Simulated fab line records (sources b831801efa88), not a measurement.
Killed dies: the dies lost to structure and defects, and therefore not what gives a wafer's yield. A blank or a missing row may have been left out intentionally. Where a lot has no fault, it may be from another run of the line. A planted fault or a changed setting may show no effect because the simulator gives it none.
Code-filled problem report in 8D (eight disciplines) form ; flow gf180mcu ; the parts of the form that need people (team, actions taken, sign-off) are left out

## 1. WHAT IS WRONG
Mean of oes-product-au at GF_MIM_METAL_ETCH_19: 0.904 a.u. across 2 wafers in 2 lots; on wafers with no fault it is 0.941 a.u. (standard deviation 0.0053). Relative to the usual mean, that is a shift of -7.0 standard deviations.
The step: etches the open film in Cl2/BCl3, stops on Si3N4, target depth 324.5 nm, time 54.1 s.
First observed at day 30 10:52: wafer L112.5, on rie-metal-04. The record holds 36 wafers of 12 lots with a number at this step. The rule behind "out" and "out of limits": a value lying over 4 standard deviations away from the usual mean. The other wafers with a number count as sound.

## 2. WHAT IT IS, WHAT IT ISN'T
question;is;is not
which readings at this step;oes-product-au, throttle-valve-pct;drypump-motor-current-A
which lots;L112, L117;L100, L104, L105, L106, L107, L118, L996, L997, L998, L999
which wafers of those lots;L112.5, L117.5;L112.1, L112.6, L117.1, L117.6
read on which tools;rie-metal-04;rie-metal-01, rie-metal-02
when;from day 30 10:52;"up to then (29 sound wafers); but 5 sound wafers of L117, L118 came after"

## 3. THE SUSPECTS, EACH WITH WHAT RULES IT OUT
Counting: if a tool at a process step up to the reading ran every lot that is out, it stays a suspect. Sound lots after the first of them don't rule it out here, since some wafers of a struck lot are sound.
- pvd-sputter-02 at GF_MIM_SPUTTER_07 (material TiN, target thk 60 nm, time 50 s): kept. It processed each lot that is out (first: L112, day 29 16:40); up to then, its last sound lot is L105 (day 27 08:46).
- rie-metal-04 at GF_MIM_METAL_ETCH_19 (etches the open film in Cl2/BCl3, stops on Si3N4, target depth 324.5 nm, time 54.1 s): kept. It processed each lot that is out (first: L112, day 30 10:52); up to then, its last sound lot is L106 (day 28 15:58). Its own readings are out on those wafers: oes-product-au, throttle-valve-pct.
The count leaves rie-metal-04 at GF_MIM_METAL_ETCH_19 and pvd-sputter-02 at GF_MIM_SPUTTER_07.

## 4. THE CAUSE (what the simulator had put in)
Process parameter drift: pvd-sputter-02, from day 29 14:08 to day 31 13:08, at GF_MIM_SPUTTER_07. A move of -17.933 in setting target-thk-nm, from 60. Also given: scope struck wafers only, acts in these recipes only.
This tool is one of the 2 suspects left after counting.

## 5. SEQUENCE OF EFFECTS, ordered by route
One row per reading whose mean, taken over the struck wafers that have a number, lies over 3 standard deviations from the usual. Readings are gone through only where the record gives a usual standard deviation; hours: the median, over the lots, of the time from a lot's start at the first step in this table giving one to that lot's start at this step; sigmas: the change measured in usual standard deviations.
hours;step;reading;usual;on struck wafers;change;sigmas
0;GF_MIM_METAL_ETCH_19;oes-product-au;0.941 a.u.;0.904;-0.037;-7.0
0;GF_MIM_METAL_ETCH_19;throttle-valve-pct;28.284 %;28.334;+0.050;+5.5
Here are the process steps it includes:
- GF_MIM_METAL_ETCH_19: etches the open film in Cl2/BCl3, stops on Si3N4, target depth 324.5 nm, time 54.1 s.
Later measuring or inspecting steps at which every struck wafer that the step has a row for has a number for every such reading, and none has moved that far: GF_M5_CD_MEAS_07, GF_V5_BOW_MEAS_05.

## 6. HOW IT WOULD HAVE BEEN CAUGHT EARLIER
The fault began at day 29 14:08; the first out-of-limits reading in this record came at day 30 10:52, 21 hours later.
Tool readings at GF_MIM_SPUTTER_07 with a usual standard deviation given in the record: none out on any struck wafer, hence no alarm at a limit of 4 standard deviations on them.
Lots out: 2; of these, L117 started GF_MIM_SPUTTER_07 on pvd-sputter-02 after day 30 10:52. It would have been spared by a hold on the tool at that moment.
